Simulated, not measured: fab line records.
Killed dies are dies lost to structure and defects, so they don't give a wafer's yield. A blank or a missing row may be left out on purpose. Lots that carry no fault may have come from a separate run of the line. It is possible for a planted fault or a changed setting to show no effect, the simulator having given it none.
Which tool did it? | flow gf180mcu | 10 lots with 29 wafers sampled at 6 steps, on a route of 602 steps

WHAT EACH GAUGE READ, for each wafer
GF_V1_THK_MEAS_01.
lot  | measured     | on            | V1_CVD_00_THK (nm)
L446 | day 17 13:24 | film-metro-01 | 601 600 607
L447 | day 17 23:44 | film-metro-02 | 598 598 592
L451 | day 19 17:55 | film-metro-03 | 597 604 603
L453 | day 20 06:25 | film-metro-03 | 606 604
L457 | day 21 10:53 | film-metro-02 | 591 603 592
L459 | day 22 09:13 | film-metro-01 | 610 597 604
L463 | day 23 17:22 | film-metro-01 | 607 606 603
L465 | day 24 07:07 | film-metro-02 | 601 594 605
L466 | day 24 14:41 | film-metro-01 | 598 593 591
L467 | day 25 02:51 | film-metro-01 | 600 594 601

GF_M2_RS_MEAS_05: measurement is done with a four-point probe.
lot  | measured     | on            | M2_ALCU_RS (ohm/sq)
L446 | day 18 15:19 | film-metro-04 | 0.0693 0.0686 0.0692
L447 | day 19 02:29 | film-metro-04 | 0.0687 0.0686 0.0686
L451 | day 20 20:33 | film-metro-04 | 0.0693 0.0693 0.0693
L453 | day 21 08:49 | film-metro-01 | 0.0694 0.0817
L457 | day 22 12:39 | film-metro-04 | 0.0694 0.0695 0.0819
L459 | day 23 10:16 | film-metro-04 | 0.0697 0.0692 0.0689
L463 | day 24 17:56 | film-metro-02 | 0.0690 0.0701 0.0692
L465 | day 25 07:36 | film-metro-04 | 0.0694 0.0693 0.0688
L466 | day 25 13:55 | film-metro-02 | 0.0690 0.0687 0.0690
L467 | day 26 01:58 | film-metro-02 | 0.0693 0.0692 0.0696

GF_M2_THK_MEAS_06: measures by xrf.
lot  | measured     | on            | M2_ALCU_THK (nm)
L446 | day 18 15:26 | film-metro-04 | 442 449 447
L447 | day 19 02:35 | film-metro-04 | 449 450 450
L451 | day 20 20:39 | film-metro-04 | 445 444 446
L453 | day 21 08:55 | film-metro-01 | 445 380
L457 | day 22 12:45 | film-metro-04 | 446 448 378
L459 | day 23 10:23 | film-metro-04 | 443 442 447
L463 | day 24 18:02 | film-metro-02 | 443 437 440
L465 | day 25 07:43 | film-metro-04 | 441 445 446
L466 | day 25 14:02 | film-metro-02 | 443 442 441
L467 | day 26 02:05 | film-metro-02 | 441 442 444

EACH LOT AND THE TOOL THAT RAN IT (in order: tool; ch and the chambers of the sampled wafers; start)
lot  | GF_V1_SPUTTER_22             | GF_M2_SPUTTER_00             | GF_M2_SPUTTER_02
L446 | pvd-sputter-03, day 18 14:28 | pvd-sputter-01, day 18 15:05 | pvd-sputter-01, day 18 15:13
L447 | pvd-sputter-03, day 19 01:37 | pvd-sputter-04, day 19 02:14 | pvd-sputter-04, day 19 02:22
L451 | pvd-sputter-03, day 20 19:40 | pvd-sputter-04, day 20 20:17 | pvd-sputter-04, day 20 20:25
L453 | pvd-sputter-03, day 21 07:55 | pvd-sputter-04, day 21 08:33 | pvd-sputter-04, day 21 08:41
L457 | pvd-sputter-03, day 22 11:46 | pvd-sputter-04, day 22 12:23 | pvd-sputter-04, day 22 12:31
L459 | pvd-sputter-03, day 23 09:25 | pvd-sputter-02, day 23 10:02 | pvd-sputter-02, day 23 10:10
L463 | pvd-sputter-04, day 24 17:03 | pvd-sputter-01, day 24 17:41 | pvd-sputter-01, day 24 17:49
L465 | pvd-sputter-03, day 25 06:43 | pvd-sputter-02, day 25 07:22 | pvd-sputter-02, day 25 07:29
L466 | pvd-sputter-03, day 25 13:03 | pvd-sputter-02, day 25 13:41 | pvd-sputter-02, day 25 13:49
L467 | pvd-sputter-04, day 26 01:07 | pvd-sputter-04, day 26 01:44 | pvd-sputter-04, day 26 01:52
- GF_V1_SPUTTER_22: material TiN, target thk 10 nm, time 40 s.
- GF_M2_SPUTTER_00: material Ti, target thk 37.5 nm, time 150 s.
- GF_M2_SPUTTER_02: material AlCu, target thk 450 nm, time 23.9 s.

WHAT THE TOOLS THEMSELVES READ (means of the sampled wafers that have a number; where no wafer has one, the mark that the record gives instead)
GF_V1_SPUTTER_22.
lot  | tool           | chamber-pressure-pa (Pa) | throttle-valve-pct (%)
L446 | pvd-sputter-03 | 4.997                    | 29.3
L447 | pvd-sputter-03 | 4.996                    | 29.3
L451 | pvd-sputter-03 | 5.010                    | 29.2
L453 | pvd-sputter-03 | 4.995                    | 29.5
L457 | pvd-sputter-03 | 4.993                    | 29.2
L459 | pvd-sputter-03 | 5.007                    | 29.1
L463 | pvd-sputter-04 | 4.998                    | 29.2
L465 | pvd-sputter-03 | 4.997                    | 28.8
L466 | pvd-sputter-03 | 4.996                    | 29.4
L467 | pvd-sputter-04 | 5.005                    | 29.3

GF_M2_SPUTTER_00.
lot  | tool           | chamber-pressure-pa (Pa) | throttle-valve-pct (%)
L446 | pvd-sputter-01 | 1.997                    | 30.1
L447 | pvd-sputter-04 | 1.998                    | 30.4
L451 | pvd-sputter-04 | 2.000                    | 30.3
L453 | pvd-sputter-04 | 1.996                    | 29.9
L457 | pvd-sputter-04 | 1.997                    | 30.8
L459 | pvd-sputter-02 | 2.003                    | 29.9
L463 | pvd-sputter-01 | 2.003                    | 29.8
L465 | pvd-sputter-02 | 1.999                    | 29.2
L466 | pvd-sputter-02 | 2.000                    | 29.2
L467 | pvd-sputter-04 | 2.003                    | 28.8

GF_M2_SPUTTER_02.
lot  | tool           | chamber-pressure-pa (Pa) | throttle-valve-pct (%)
L446 | pvd-sputter-01 | 0.3998                   | 30.0
L447 | pvd-sputter-04 | 0.4001                   | 30.5
L451 | pvd-sputter-04 | 0.3999                   | 30.5
L453 | pvd-sputter-04 | 0.3988                   | 30.1
L457 | pvd-sputter-04 | 0.3997                   | 30.8
L459 | pvd-sputter-02 | 0.3997                   | 29.8
L463 | pvd-sputter-01 | 0.4011                   | 30.0
L465 | pvd-sputter-02 | 0.4001                   | 29.1
L466 | pvd-sputter-02 | 0.3999                   | 29.3
L467 | pvd-sputter-04 | 0.4000                   | 28.9

THE ANSWER, worked out from the rows above alone
Rule: what is usual is taken from the lots themselves. Put in order of their means at a reading, lots are off if they are a third of the lots or fewer, leave a main group of 4 or more, and stand apart from it by a gap of 3 or more times the standard deviation of the main group's means; of several such gaps the widest counts. A main group whose means are all the same, to the digits that the tables above print for the reading, isn't used. Also off: a lot with no number at a reading for which 4 or more lots have one. All remaining lots with rows at the step are treated as sound. Order of review: gauges by route order, followed by the tools' own readings, for which a lot's mean as printed above is used. The first step at which some lot is off is used, and at that step the reading that is off furthest; a lot without a number counts as furthest.
Off: L453, L457, seen at GF_M2_RS_MEAS_05 (M2_ALCU_RS). The main group: mean 0.0691 ohm/sq, standard deviation 0.00025.
If a tool, at a process step before that reading, ran all the lots that are off and no sound lot after the first of them, it fits. Gauges at GF_M2_RS_MEAS_05: tried the same way as those tools. No candidate that was tried fits.

WHAT THE SIMULATOR PUT IN
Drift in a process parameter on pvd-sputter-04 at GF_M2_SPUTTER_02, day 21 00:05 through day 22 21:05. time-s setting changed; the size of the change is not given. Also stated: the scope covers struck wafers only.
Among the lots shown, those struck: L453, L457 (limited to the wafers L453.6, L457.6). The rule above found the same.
